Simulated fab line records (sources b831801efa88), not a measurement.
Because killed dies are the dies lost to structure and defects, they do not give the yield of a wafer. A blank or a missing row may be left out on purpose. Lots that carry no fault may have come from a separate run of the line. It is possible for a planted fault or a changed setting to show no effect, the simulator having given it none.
A lot that was struck, set against a sound lot | flow sky130 | 16 out of 708 route steps
Sound: the wafers L124.1, L124.3, L124.4. Wafers L129.2, L129.5, L129.6 were the ones struck. The cause comes at the end.
Each step with rows lists, per side, the tool, then ch with its chambers, then its first start. Under that, the readings that differ: sound wafers | struck wafers | difference of the means | sigmas: that difference in standard deviations of wafers without a fault.
alike: a reading whose means differ by less than 2 such deviations, as well as words and numbers matching on both sides. not compared: withheld readings; readings where some wafer has no value; bounds like >300 that might hide an equal value; numbers whose values overlap and for which the record gives no deviation.
Wherever a step has rows on one side only, a row that says differs or no value, or a row with sigmas, the two part there. Non-overlapping numbers with no deviation appear without sigmas and do not part them. A reading missing from all wafers of one side parts the sides only when that side holds two or more wafers.

first, 8 steps without rows for these wafers: SKY_POLY_GATE_DEHYDRATE_05 (time 60 s); SKY_POLY_GATE_HMDS_06 (prime time 60 s); SKY_POLY_GATE_COAT_07 (resist thk 110 nm); SKY_POLY_GATE_COAT_08 (resist thk 450 nm); SKY_POLY_GATE_SOFTBAKE_09 (time 90 s); SKY_POLY_GATE_EXPOSE_10 (exposes mask P1M, target cd 150 nm); SKY_POLY_GATE_PEB_11; SKY_POLY_GATE_DEVELOP_12 (develop time 60 s).
SKY_POLY_GATE_CD_MEAS_13: target cd 150 nm.
  sound on cd sem-01, day 16 20:35; struck on cd sem-01, day 18 14:30
  alike: cd nm
SKY_POLY_GATE_OVL_MEAS_14:
  sound on overlay-02, day 16 20:42; struck on overlay-01, day 18 14:37
  alike: POLY_GATE_OVL
SKY_POLY_GATE_ETCH_15: etches BARC in N2/H2, stops on SiO2, time 118.5 s, target depth 110 nm.
  sound on rie diel-04 ch 0,1, day 16 20:44; struck on rie diel-04 ch 2,3, day 18 14:38
  alike: drypump motor current A, oes product au, run length s, throttle valve pct
  not compared: rf hours counter h
SKY_POLY_GATE_ETCH_16: etches Si3N4 in CH3F/O2, stops on poly-Si, time 147.5 s, target depth 75 nm.
  sound on rie diel-04 ch 0,1, day 16 20:49; struck on rie diel-04 ch 2,3, day 18 14:43
  alike: drypump motor current A, oes product au, run length s, throttle valve pct
  not compared: rf hours counter h
SKY_POLY_GATE_ETCH_17: etches poly-Si in HBr/Cl2, stops on SiO2, target depth 180 nm, time 70.5 s.
  sound on rie si-02 ch 1,2,3, day 16 20:55; struck on rie si-01 ch 0,1,3, day 18 14:49
  reading                                          | sound             | struck            | difference | sigmas
  oes product au (a.u.)                            | 0.992 0.991 0.979 | 0.987 1.009 1.006 | +0.013     | +2
  run length s (s)                                 | 98.6 98.1 99.1    | 82.4 83.4 82.8    | -15.7      | -34
  model.etch.depth nm (nm)                         | 179.3 179.2 176.7 | 137.4 139.4 139.2 | -39.7      |
  model.POLY_GATE.feature depth nm (nm)            | 179.3 179.2 176.7 | 137.4 139.4 139.2 | -39.7      |
  model.KrF-thick_of_POLY_GATE_COAT_08.thk nm (nm) | 136 136.2 139.3   | 160.8 158.3 158.3 | +22.0      |
  alike: drypump motor current A, mfc cl2 sccm, throttle valve pct
  not compared: rf hours counter h
SKY_POLY_GATE_STRIP_18: strips in O2/N2.
  sound on plasma asher-01 ch 0,1, day 16 20:58; struck on plasma asher-02 ch 0,1, day 18 14:52
  reading                      | sound          | struck         | difference | sigmas
  strip time to endpoint s (s) | 3.13 3.12 3.16 | 3.39 3.35 3.39 | +0.24      | +8
  alike: drypump motor current A, oes product au
  not compared: rf hours counter h
then, 1 step without rows for these wafers: SKY_POLY_GATE_CLEAN_19 (cleans in SC1/SC2, time 150 s).
-- the record jumps here: 29 days lie between the struck wafers' starts before and after (it left off in module POLY_GATE and takes up again in module PAD_OPEN, whose first step shown is number 708 of the route) --
SKY_PAD_OPEN_PROBE_99:
  sound on prober-02, day 46 06:50; struck on prober-01, day 47 05:48
  reading                               | sound                | struck               | difference | sigmas
  model.etest.tip sonos.rs ohm sq       | 2657 2630 2674       | 2992 2998 2982       | +337       |
  model.etest.tip n.rs ohm sq           | 440.9 439.5 440.4    | 459.1 462.8 461.7    | +20.9      |
  model.etest.poly comb.leak log10 a um | -12.57 -12.43 -12.39 | -8.032 -9.033 -9.482 | +3.614     |
  alike: killed_at_M0_to_M3, killed_at_M4_up, killed at contacts, killed at front end, killed at other, killed dies, killed open, killed short

## WHERE THEY PART
Last at SKY_POLY_GATE_STRIP_18 as far as this record goes, first at SKY_POLY_GATE_ETCH_17. Later steps at which nothing parts them and some readings are alike: SKY_PAD_OPEN_PROBE_99.

WHY: the cause the simulator had injected
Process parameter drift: rie si-01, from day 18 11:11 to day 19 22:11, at SKY_POLY_GATE_ETCH_17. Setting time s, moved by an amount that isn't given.
